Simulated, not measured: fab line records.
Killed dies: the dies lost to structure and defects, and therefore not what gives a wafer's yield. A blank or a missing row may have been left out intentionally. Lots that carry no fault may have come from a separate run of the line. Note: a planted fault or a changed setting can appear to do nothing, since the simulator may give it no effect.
fab line records	flow sky130
record: lots: 5	wafers: 15	lastDay: 50
route steps=708 shown SONOS_ONO@186 GATE_OXIDE@187 POLY_GATE@204 RES_PROTECT@206 PAD_OPEN@708
lots untouched by any fault: they come from a run of this same line in which no faults occurred
startH: hours from the record's first day to the start of the lot's first wafer shown	waitH: hours from the lot's prior step to this one	" same as the row above	L1.1+2: one row covering several wafers at once	- no value, or no start was given	* or withheld: withheld	< > ~ a bound
route shown NAME@n: a module of which the file shows steps, and the number in the route of the first	usual: average and standard deviation across the fault-free wafers	same: alike in all rows	chamber/n: place in a boat	sites: the reading at each site	_std_site: the standard deviation of these	_edge_site: outer sites' mean less inner sites'	radiusMm: how far each site lies from the wafer's centre	mask NAME#n: copy n	behind: the most recent tool/chamber to have shaped the wafer	hold: the reason the lot was held/the length of the hold in hours/how it ended	device: the transistor (n, p or np) that didn't switch	end of line: the tests these same wafers got at the end of their route	a step without rows: its recipe alone	killed: the dies lost at the first sort to structure and to defects; this is not the yield of the wafer	map: a wafer's dies, marking killed ones x, the rest . and places with no die _
set.NAME: the setting as run; set.NAME@STEP: as run at that earlier step	model.NAME: the simulator's own value behind a step, which no gauge read
certain route steps with their lots: each step a table, each wafer a row
services: a tool's chamber out of use, with start hour (startH, from the record's first day; less than 0 if before it), hours out, and reason
== steps ==
step: SKY_SONOS_ONO_WET_ETCH_18
recipe: chemistry: H3PO4	targetDepthNm: 15	target: Si3N4	tempC: 160	timeS: 172
step: SKY_GATE_OXIDE_CLEAN_00
recipe: chemistry: SC1/SC2	mix: 1:4:20	tempC: 70	timeS: 150	dry: n2Spin
step: SKY_GATE_OXIDE_OXIDATION_01
recipe: tempC: 900	ambient: O2	stabiliseS: 600	purgeS: 300	targetThkA: 102.68	oxTimeS: 1473
step: SKY_GATE_OXIDE_THK_MEAS_02
recipe: reads: SiO2_of_GATE_OXIDE_OXIDATION_01
usual: GATE_OXIDE_OXIDATION_00_THK: 10.22/0.17
lot.wafer	tool	chamber	startH	waitH	GATE_OXIDE_OXIDATION_00_THK[nm]
L270.1	filmMetro-03	-	305.26	0.0	10.26
L270.4	"	-	"	"	10.32
L270.6	"	-	"	"	10.27
L276.1	filmMetro-04	-	355.13	0.0	10.07
L276.3	"	-	"	"	10.13
L276.5	"	-	"	"	10.19
L278.2	filmMetro-04	-	369.12	0.0	10.05
L278.3	"	-	"	"	10.20
L278.5	"	-	"	"	10.22
L288.1	filmMetro-03	-	445.04	0.0	10.23
L288.3	"	-	"	"	10.41
L288.4	"	-	"	"	10.23
L290.1	filmMetro-03	-	470.60	0.0	10.52
L290.2	"	-	"	"	10.20
L290.3	"	-	"	"	10.44
step: SKY_GATE_OXIDE_DEHYDRATE_03
recipe: tempC: 200	timeS: 60
step: SKY_GATE_OXIDE_HMDS_04
recipe: primeTimeS: 60	primeTempC: 120
step: SKY_GATE_OXIDE_COAT_05
recipe: resist: NOVOLAK	spinRpm: 3000	resistThkNm: 1140
step: SKY_GATE_OXIDE_SOFTBAKE_06
recipe: tempC: 90	timeS: 60	resist: NOVOLAK
step: SKY_GATE_OXIDE_EXPOSE_07
recipe: maskId: LVOM	na: 0.6	sourceShape: conventional	sigmaOuter: 0.6	polarization: unpolarized	targetCdNm: 600	doseMj: 170
step: SKY_GATE_OXIDE_PEB_08
recipe: tempC: withheld	timeS: *	resist: NOVOLAK
step: SKY_GATE_OXIDE_DEVELOP_09
recipe: resist: NOVOLAK	developer: TMAH	developTimeS: 60	devTempC: 23
step: SKY_GATE_OXIDE_OVL_MEAS_10
usual: GATE_OXIDE_OVL: -0.8/1.5
lot.wafer	tool	chamber	startH	waitH	GATE_OXIDE_OVL[nm]
L270.1	overlay-01	-	331.47	0.1	-0.3
L270.4	"	-	"	"	0.7
L270.6	"	-	"	"	-1.1
L276.1	overlay-01	-	383.17	0.1	-1.2
L276.3	"	-	"	"	0.2
L276.5	"	-	"	"	1.1
L278.2	overlay-01	-	397.66	0.1	1.6
L278.3	"	-	"	"	1.5
L278.5	"	-	"	"	-0.9
L288.1	overlay-01	-	475.51	0.1	-2.1
L288.3	"	-	"	"	0.4
L288.4	"	-	"	"	-1.6
L290.1	overlay-01	-	501.39	0.1	0.1
L290.2	"	-	"	"	0.6
L290.3	"	-	"	"	-0.5
step: SKY_GATE_OXIDE_IMPLANT_11
recipe: species: B	energyKev: 10	doseCm2: 2.6e+12	tiltDeg: withheld
usual: beamOnS: 10.05/0.2	doseIonsCm2: 2.6008e+12/2.9e+09
lot.wafer	tool	chamber	startH	waitH	beamOnS	doseIonsCm2
L270.1	implanter-01	0	331.50	0.0	10.13	2.601e+12
L270.4	"	0	"	"	10.18	2.6024e+12
L270.6	"	0	"	"	10.14	2.5989e+12
L276.1	implanter-04	0	383.20	0.0	10.12	2.5957e+12
L276.3	"	0	"	"	9.97	2.6e+12
L276.5	"	0	"	"	10.41	2.5956e+12
L278.2	implanter-01	0	397.71	0.0	10.23	2.5978e+12
L278.3	"	0	"	"	10.30	2.6007e+12
L278.5	"	0	"	"	9.78	2.6001e+12
L288.1	implanter-04	0	475.55	0.0	10.00	2.6011e+12
L288.3	"	0	"	"	10.15	2.6034e+12
L288.4	"	0	"	"	9.93	2.6036e+12
L290.1	implanter-01	0	501.43	0.0	10.35	2.601e+12
L290.2	"	0	"	"	10.29	2.5989e+12
L290.3	"	0	"	"	9.71	2.6017e+12
step: SKY_GATE_OXIDE_WET_ETCH_12
recipe: chemistry: dHF	targetDepthNm: 16.8	dry: n2Spin	target: SiO2	dilution: 100:1	tempC: 25	timeS: 336
step: SKY_GATE_OXIDE_STRIP_13
recipe: chemistry: O2/N2	powerW: 1400	pressureMtorr: 1500	platenTempC: withheld	o2FlowSccm: 3000	n2FlowSccm: 300	overashFraction: 0.5
usual: drypumpMotorCurrentA: 5.7/0.38	oesProductAu: 0.715/0.0042	stripTimeToEndpointS: 14.18/0.033
lot.wafer	tool	chamber	startH	waitH	drypumpMotorCurrentA	oesProductAu	rfHoursCounterH	stripTimeToEndpointS
L270.1	plasmaAsher-02	0	331.76	0.0	6.4	0.716	66	14.17
L270.4	"	1	"	"	5.2	0.716	-	14.19
L270.6	"	1	"	"	5.2	0.716	-	14.17
L276.1	plasmaAsher-03	0	383.45	0.0	6.0	0.710	57	14.21
L276.3	"	0	"	"	6.0	0.721	-	14.16
L276.5	"	1	"	"	5.7	0.713	-	14.19
L278.2	plasmaAsher-04	1	397.94	0.0	5.6	0.716	68	14.20
L278.3	"	1	"	"	5.7	0.722	-	14.22
L278.5	"	1	"	"	5.6	0.716	-	14.21
L288.1	plasmaAsher-03	0	475.80	0.0	5.9	0.721	64	14.19
L288.3	"	1	"	"	5.7	0.714	-	14.19
L288.4	"	0	"	"	5.9	0.723	-	14.20
L290.1	plasmaAsher-03	0	501.68	0.0	5.9	0.714	67	14.15
L290.2	"	1	"	"	5.7	0.716	67	14.14
L290.3	"	1	"	"	5.7	0.709	-	14.14
step: SKY_GATE_OXIDE_TW_MEAS_14
usual: GATE_OXIDE_TW: 225.2/1.3
lot.wafer	tool	chamber	startH	waitH	GATE_OXIDE_TW
L270.1	filmMetro-01	-	331.86	0.1	227.5
L270.4	"	-	"	"	226.2
L270.6	"	-	"	"	226.0
L276.1	filmMetro-01	-	383.55	0.1	224.5
L276.3	"	-	"	"	224.9
L276.5	"	-	"	"	224.4
L278.2	filmMetro-03	-	398.05	0.1	224.9
L278.3	"	-	"	"	224.8
L278.5	"	-	"	"	224.5
L288.1	filmMetro-01	-	475.90	0.1	226.0
L288.3	"	-	"	"	224.1
L288.4	"	-	"	"	225.3
L290.1	filmMetro-04	-	501.78	0.1	226.9
L290.2	"	-	"	"	225.6
L290.3	"	-	"	"	227.1
step: SKY_GATE_OXIDE_CLEAN_15
recipe: chemistry: SC1/SC2	mix: 1:4:20	tempC: 70	timeS: 150	dry: n2Spin
step: SKY_GATE_OXIDE_OXIDATION_16
recipe: tempC: 800	ambient: O2	idleTempC: 700	rampUpCPerMin: 10	rampDownCPerMin: 3	stabiliseS: 600	purgeS: 300	targetThkA: 35.7	oxTimeS: 1915
step: SKY_POLY_GATE_CVD_00
recipe: material: poly-Si	targetThkNm: 180	tempC: 620	timeS: 720	pressureMtorr: 200
step: SKY_POLY_GATE_THK_MEAS_01
recipe: reads: poly-Si_of_POLY_GATE_CVD_00
usual: POLY_GATE_CVD_00_THK: 178.8/1.8
lot.wafer	tool	chamber	startH	waitH	POLY_GATE_CVD_00_THK[nm]
L270.1	filmMetro-03	-	336.66	0.0	180.4
L270.4	"	-	"	"	179.2
L270.6	"	-	"	"	180.6
L276.1	filmMetro-03	-	388.74	0.1	178.7
L276.3	"	-	"	"	176.4
L276.5	"	-	"	"	178.2
L278.2	filmMetro-01	-	401.99	0.0	177.9
L278.3	"	-	"	"	178.1
L278.5	"	-	"	"	178.8
L288.1	filmMetro-03	-	478.74	0.0	176.7
L288.3	"	-	"	"	177.3
L288.4	"	-	"	"	176.9
L290.1	filmMetro-02	-	505.23	0.0	180.2
L290.2	"	-	"	"	178.3
L290.3	"	-	"	"	178.5
step: SKY_RES_PROTECT_DEHYDRATE_00
recipe: tempC: 200	timeS: 60
step: SKY_RES_PROTECT_HMDS_01
recipe: primeTimeS: 60	primeTempC: 120
step: SKY_RES_PROTECT_COAT_02
recipe: resist: NOVOLAK	spinRpm: 3000	resistThkNm: 1140
step: SKY_RES_PROTECT_SOFTBAKE_03
recipe: tempC: 90	timeS: 60	resist: NOVOLAK
step: SKY_RES_PROTECT_EXPOSE_04
recipe: maskId: RPM	na: 0.6	sourceShape: conventional	sigmaOuter: 0.6	polarization: unpolarized	targetCdNm: 1270	doseMj: 131
step: SKY_RES_PROTECT_PEB_05
recipe: tempC: withheld	timeS: *	resist: NOVOLAK
step: SKY_RES_PROTECT_DEVELOP_06
recipe: resist: NOVOLAK	developer: TMAH	developTimeS: 60	devTempC: 23
step: SKY_POLY_GATE_IMPLANT_02
recipe: species: P	energyKev: 30	doseCm2: 7.7e+15	tiltDeg: 0
step: SKY_RES_PROTECT_STRIP_07
recipe: chemistry: O2/N2	powerW: 1400	pressureMtorr: 1500	platenTempC: withheld	o2FlowSccm: 3000	n2FlowSccm: 300	overashFraction: 0.5
usual: drypumpMotorCurrentA: 5.70/0.17	oesProductAu: 0.518/0.0043	stripTimeToEndpointS: 23.32/0.039
lot.wafer	tool	chamber	startH	waitH	drypumpMotorCurrentA	oesProductAu	rfHoursCounterH	stripTimeToEndpointS
L270.1	plasmaAsher-03	0	364.03	0.1	5.97	0.530	55	23.37
L270.4	"	1	"	"	5.69	0.521	-	23.30
L270.6	"	0	"	"	5.93	0.512	-	23.32
L276.1	plasmaAsher-03	0	418.20	0.1	5.98	0.517	60	23.32
L276.3	"	1	"	"	5.69	0.517	-	23.32
L276.5	"	0	"	"	5.97	0.516	-	23.29
L278.2	plasmaAsher-04	1	432.13	0.1	5.64	0.513	71	23.36
L278.3	"	0	"	"	5.30	0.522	-	23.37
L278.5	"	0	"	"	5.30	0.511	-	23.30
L288.1	plasmaAsher-01	0	509.51	0.1	5.76	0.512	39	23.32
L288.3	"	0	"	"	5.77	0.518	-	23.29
L288.4	"	1	"	"	5.73	0.522	-	23.36
L290.1	plasmaAsher-01	1	535.20	0.1	5.73	0.510	41	23.37
L290.2	"	0	"	"	5.76	0.520	41	23.36
L290.3	"	0	"	"	5.76	0.514	-	23.38
step: SKY_RES_PROTECT_TW_MEAS_08
usual: POLY_GATE_TW: 4046/40
lot.wafer	tool	chamber	startH	waitH	POLY_GATE_TW
L270.1	filmMetro-02	-	364.13	0.1	3966
L270.4	"	-	"	"	3989
L270.6	"	-	"	"	3993
L276.1	filmMetro-01	-	418.30	0.1	4040
L276.3	"	-	"	"	4048
L276.5	"	-	"	"	4049
L278.2	filmMetro-01	-	432.24	0.1	4087
L278.3	"	-	"	"	4065
L278.5	"	-	"	"	4077
L288.1	filmMetro-04	-	509.61	0.1	4110
L288.3	"	-	"	"	4106
L288.4	"	-	"	"	4098
L290.1	filmMetro-01	-	535.30	0.1	4059
L290.2	"	-	"	"	4042
L290.3	"	-	"	"	4047
step: SKY_RES_PROTECT_CLEAN_09
recipe: chemistry: SC1/SC2	mix: 1:4:20	tempC: 70	timeS: 150	dry: n2Spin
step: SKY_POLY_GATE_CVD_03
recipe: material: Si3N4	precursor: DCS/NH3	targetThkNm: 75	tempC: 770	timeS: 1290	pressureMtorr: 250
step: SKY_POLY_GATE_THK_MEAS_04
recipe: reads: Si3N4_of_POLY_GATE_CVD_03
usual: POLY_GATE_CVD_03_THK: 75.4/0.69
lot.wafer	tool	chamber	startH	waitH	POLY_GATE_CVD_03_THK[nm]
L270.1	filmMetro-01	-	368.21	0.0	76.2
L270.4	"	-	"	"	75.4
L270.6	"	-	"	"	75.4
L276.1	filmMetro-01	-	419.77	0.0	75.1
L276.3	"	-	"	"	75.4
L276.5	"	-	"	"	75.9
L278.2	filmMetro-02	-	433.71	0.0	75.5
L278.3	"	-	"	"	75.7
L278.5	"	-	"	"	75.4
L288.1	filmMetro-03	-	511.08	0.0	74.7
L288.3	"	-	"	"	74.9
L288.4	"	-	"	"	74.4
L290.1	filmMetro-02	-	536.77	0.0	74.0
L290.2	"	-	"	"	74.0
L290.3	"	-	"	"	73.9
step: SKY_POLY_GATE_DEHYDRATE_05
recipe: tempC: 200	timeS: 60
step: SKY_POLY_GATE_HMDS_06
recipe: primeTimeS: 60	primeTempC: 120
step: SKY_POLY_GATE_COAT_07
recipe: resist: BARC	tempC: withheld	timeS: withheld	spinRpm: 3000	resistThkNm: 110
step: SKY_POLY_GATE_COAT_08
recipe: resist: KrF-thick	spinRpm: 3000	resistThkNm: 450
step: SKY_POLY_GATE_SOFTBAKE_09
recipe: tempC: 100	timeS: 90	resist: KrF-thick
step: SKY_POLY_GATE_EXPOSE_10
recipe: maskId: P1M	na: 0.68	sourceShape: conventional	sigmaOuter: 0.6	targetCdNm: 150	doseMj: 28
step: SKY_POLY_GATE_PEB_11
recipe: pebTempC: withheld	pebTimeS: withheld	resist: KrF-thick
step: SKY_POLY_GATE_DEVELOP_12
recipe: developTimeS: 60	resist: KrF-thick	devTempC: 21
step: SKY_POLY_GATE_CD_MEAS_13
recipe: targetCdNm: 150
usual: cdNm: 149.2/1.6
lot.wafer	tool	chamber	startH	waitH	cdNm
L270.1	cdSem-01	-	396.75	-	150.7
L270.4	"	-	"	"	149.9
L270.6	"	-	"	"	150.0
L276.1	cdSem-01	-	450.58	-	148.1
L276.3	"	-	"	"	148.7
L276.5	"	-	"	"	146.6
L278.2	cdSem-02	-	464.57	-	151.0
L278.3	"	-	"	"	150.9
L278.5	"	-	"	"	150.7
L288.1	cdSem-02	-	541.13	-	147.8
L288.3	"	-	"	"	147.6
L288.4	"	-	"	"	147.8
L290.1	cdSem-02	-	567.18	-	146.6
L290.2	"	-	"	"	147.9
L290.3	"	-	"	"	146.2
step: SKY_PAD_OPEN_PROBE_99
usual: killed_at_M0_to_M3: 43/7.1	killed_at_M4_up: 3.3/2	killedAtContacts: 24/5.1	killedAtFrontEnd: 15/4.6	killedAtOther: 0.3/0.6	killedDies: 86/9.6	killedOpen: 46/7.3	killedShort: 39/6.7
same: grossDies: 492	killedAtBackSide: 0
lot.wafer	tool	chamber	startH	waitH	killed_at_M0_to_M3	killed_at_M4_up	killedAtContacts	killedAtFrontEnd	killedAtOther	killedDies	killedOpen	killedShort	model.etest.nfet_01v8.driveUaUmRange	model.etest.pfet_01v8.driveUaUmRange	model.etest.pfet_01v8_lvt.vtVRange	model.etest.pfet_01v8.vtVRange	model.etest.nfet_01v8.vtVRange
L270.1	prober-02	-	1097.36	0.1	43	6	25	23	2	99	53	45	10.8	6.223	0.01636	0.008918	0.0149
L270.4	prober-02	-	1097.51	0.2	52	4	33	10	1	100	55	45	5.455	9.349	0.02015	0.01123	0.009815
L270.6	prober-02	-	1097.61	0.2	37	4	26	10	1	78	47	31	13.92	6.065	0.02674	0.01085	0.01086
L276.1	prober-01	-	1136.40	0.1	40	0	30	15	1	86	50	36	8.503	4.549	0.0269	0.006183	0.007881
L276.3	prober-01	-	1136.50	0.2	43	3	29	16	0	91	48	43	7.544	5.812	0.02571	0.01024	0.006314
L276.5	prober-01	-	1136.60	0.2	42	4	32	13	0	91	48	43	16.22	12.65	0.1107	0.04956	0.01755
L278.2	prober-01	-	1142.70	0.1	48	4	22	16	1	91	56	34	8.156	7.913	0.02048	0.01158	0.0107
L278.3	prober-01	-	1142.75	0.2	44	3	16	13	2	78	30	47	12.39	4.767	0.02456	0.009859	0.008519
L278.5	prober-01	-	1142.85	0.2	42	9	18	19	0	88	50	38	7.628	5.273	0.02357	0.01562	0.01061
L288.1	prober-01	-	1186.84	0.1	36	2	26	19	0	83	41	41	9.036	7.888	0.01213	0.01265	0.01108
L288.3	prober-01	-	1186.94	0.2	43	6	23	16	0	88	48	40	9.855	4.999	0.0206	0.01687	0.01178
L288.4	prober-01	-	1186.99	0.2	43	2	24	18	0	87	40	47	8.54	5.392	0.0208	0.01387	0.01358
L290.1	prober-01	-	1197.63	0.1	42	3	28	15	1	89	45	44	7.564	7.718	0.01174	0.006888	0.01135
L290.2	prober-01	-	1197.68	0.1	32	1	20	13	0	66	39	27	6.97	5.874	0.01007	0.01	0.008461
L290.3	prober-01	-	1197.73	0.2	44	3	32	26	0	105	53	52	5.443	4.564	0.01676	0.006683	0.01453
killed by level:class
L270.1 CONTACT:geometricParticle:open=14 VIA1:geometricParticle:open=6 VIA2:geometricParticle:short=6 VIA3:geometricParticle:open=6 FIELD_ISO:geometricParticle:short=5 METAL1:geometricParticle:short=5 LI_CONTACT:geometricParticle:open=5 POLY_GATE:geometricParticle:open=4
L270.4 CONTACT:geometricParticle:open=13 VIA1:geometricParticle:open=12 VIA3:geometricParticle:open=9 VIA2:geometricParticle:open=7 LI_CONTACT:geometricParticle:open=6 VIA2:geometricParticle:short=6 VIA3:geometricParticle:short=6 CONTACT:geometricParticle:short=5
L270.6 VIA1:geometricParticle:open=12 CONTACT:geometricParticle:open=11 VIA2:geometricParticle:open=6 VIA3:geometricParticle:open=6 LI_CONTACT:geometricParticle:open=5 LOCAL_INTERCONNECT:geometricParticle:short=5 METAL1:geometricParticle:short=5 CONTACT:geometricParticle:short=4
L276.1 CONTACT:geometricParticle:open=9 VIA2:geometricParticle:open=8 LI_CONTACT:geometricParticle:open=7 LOCAL_INTERCONNECT:geometricParticle:short=7 VIA3:geometricParticle:open=6 VIA1:geometricParticle:open=6 FIELD_ISO:geometricParticle:open=5 METAL2:geometricParticle:short=5
L276.3 CONTACT:geometricParticle:open=15 VIA3:geometricParticle:open=8 LOCAL_INTERCONNECT:geometricParticle:short=7 VIA1:geometricParticle:open=6 METAL3:geometricParticle:short=6 POLY_GATE:geometricParticle:open=5 VIA2:geometricParticle:short=5 POLY_GATE:geometricParticle:short=4
L276.5 CONTACT:geometricParticle:open=14 VIA1:geometricParticle:open=9 LI_CONTACT:geometricParticle:open=7 METAL1:geometricParticle:short=6 VIA3:geometricParticle:short=6 LI_CONTACT:geometricParticle:short=6 FIELD_ISO:geometricParticle:open=5 METAL2:geometricParticle:short=5
L278.2 VIA1:geometricParticle:open=12 LI_CONTACT:geometricParticle:open=9 VIA2:geometricParticle:open=9 VIA3:geometricParticle:open=7 POLY_GATE:geometricParticle:open=6 CONTACT:geometricParticle:open=5 VIA2:geometricParticle:short=5 VIA3:geometricParticle:short=5
L278.3 VIA1:geometricParticle:open=10 VIA1:geometricParticle:short=10 METAL2:geometricParticle:short=9 LOCAL_INTERCONNECT:geometricParticle:short=7 POLY_GATE:geometricParticle:short=4 VIA3:geometricParticle:open=4 POLY_GATE:geometricParticle:open=3 VIA2:geometricParticle:open=3
L278.5 CONTACT:geometricParticle:open=11 VIA1:geometricParticle:open=11 METAL1:geometricParticle:open=6 POLY_GATE:geometricParticle:open=6 METAL2:geometricParticle:short=6 METAL4:geometricParticle:short=6 VIA1:geometricParticle:short=5 VIA3:geometricParticle:open=4
L288.1 VIA1:geometricParticle:open=14 CONTACT:geometricParticle:short=10 POLY_GATE:geometricParticle:short=6 CONTACT:geometricParticle:open=6 VIA2:geometricParticle:open=5 POLY_GATE:geometricParticle:open=4 LI_CONTACT:geometricParticle:open=4 LOCAL_INTERCONNECT:geometricParticle:short=4
L288.3 VIA1:geometricParticle:open=14 CONTACT:geometricParticle:open=8 LOCAL_INTERCONNECT:geometricParticle:short=7 VIA1:geometricParticle:short=6 METAL4:geometricParticle:short=5 FIELD_ISO:geometricParticle:short=4 FIELD_ISO:geometricParticle:open=4 VIA2:geometricParticle:open=4
L288.4 VIA1:geometricParticle:open=10 POLY_GATE:geometricParticle:short=9 METAL2:geometricParticle:short=8 CONTACT:geometricParticle:open=7 LI_CONTACT:geometricParticle:open=6 LOCAL_INTERCONNECT:geometricParticle:short=5 VIA1:geometricParticle:short=5 VIA2:geometricParticle:open=5
L290.1 CONTACT:geometricParticle:open=12 VIA1:geometricParticle:open=7 VIA3:geometricParticle:open=7 VIA1:geometricParticle:short=6 LI_CONTACT:geometricParticle:open=6 METAL2:geometricParticle:short=6 FIELD_ISO:geometricParticle:short=4 VIA3:geometricParticle:short=4
L290.2 CONTACT:geometricParticle:open=9 LI_CONTACT:geometricParticle:open=6 VIA2:geometricParticle:open=6 VIA1:geometricParticle:open=5 FIELD_ISO:geometricParticle:open=4 METAL1:geometricParticle:short=4 METAL2:geometricParticle:short=4 FIELD_ISO:geometricParticle:short=3
L290.3 CONTACT:geometricParticle:open=13 VIA1:geometricParticle:open=9 POLY_GATE:geometricParticle:short=8 LI_CONTACT:geometricParticle:open=8 POLY_GATE:geometricParticle:open=6 VIA2:geometricParticle:open=6 FIELD_ISO:geometricParticle:short=5 METAL1:geometricParticle:short=5
== services ==
tool	chamber	startH	hours	kind
implanter-01	-	332.82	1.0	repair
implanter-01	-	347.59	26.1	pm
plasmaAsher-04	-	362.06	2.8	pm
implanter-01	-	385.17	5.3	repair
implanter-01	-	399.32	5.3	repair
plasmaAsher-02	-	421.29	9.0	pm
plasmaAsher-02	0	421.29	9.0	ventCycle
plasmaAsher-02	1	421.29	9.0	ventCycle
plasmaAsher-02	0	430.29	-	clean
plasmaAsher-02	1	430.29	-	clean
plasmaAsher-04	-	440.75	2.3	repair
plasmaAsher-03	-	448.86	15.6	pm
implanter-01	-	457.51	13.6	pm
implanter-04	-	500.14	1.8	repair
== key ==
firstSign none at tools or gauges
modelEffect: step: SKY_PAD_OPEN_PROBE_99	value: etest.nfet_01v8.driveUaUmRange	without: 7.237	struck: 16.22
metAt SKY_GATE_OXIDE_IMPLANT_11
struckWafers L276.5
testerLeftOut L276
fault: kind: processParameterDrift	tool: implanter-04	chamber: -	onsetH: 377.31	steps: SKY_GATE_OXIDE_IMPLANT_11	channel: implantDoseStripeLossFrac	offset: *	shape: step	endH: 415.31	scope: struckWafersOnly
testerLeftOut: of these lots the tester's yield and bins aren't shown, on N5 and GAA mostly nor the transistor test; their killed dies are dies lost to structure and defects alone, not to doping, threshold or leakage, so they don't give the yield
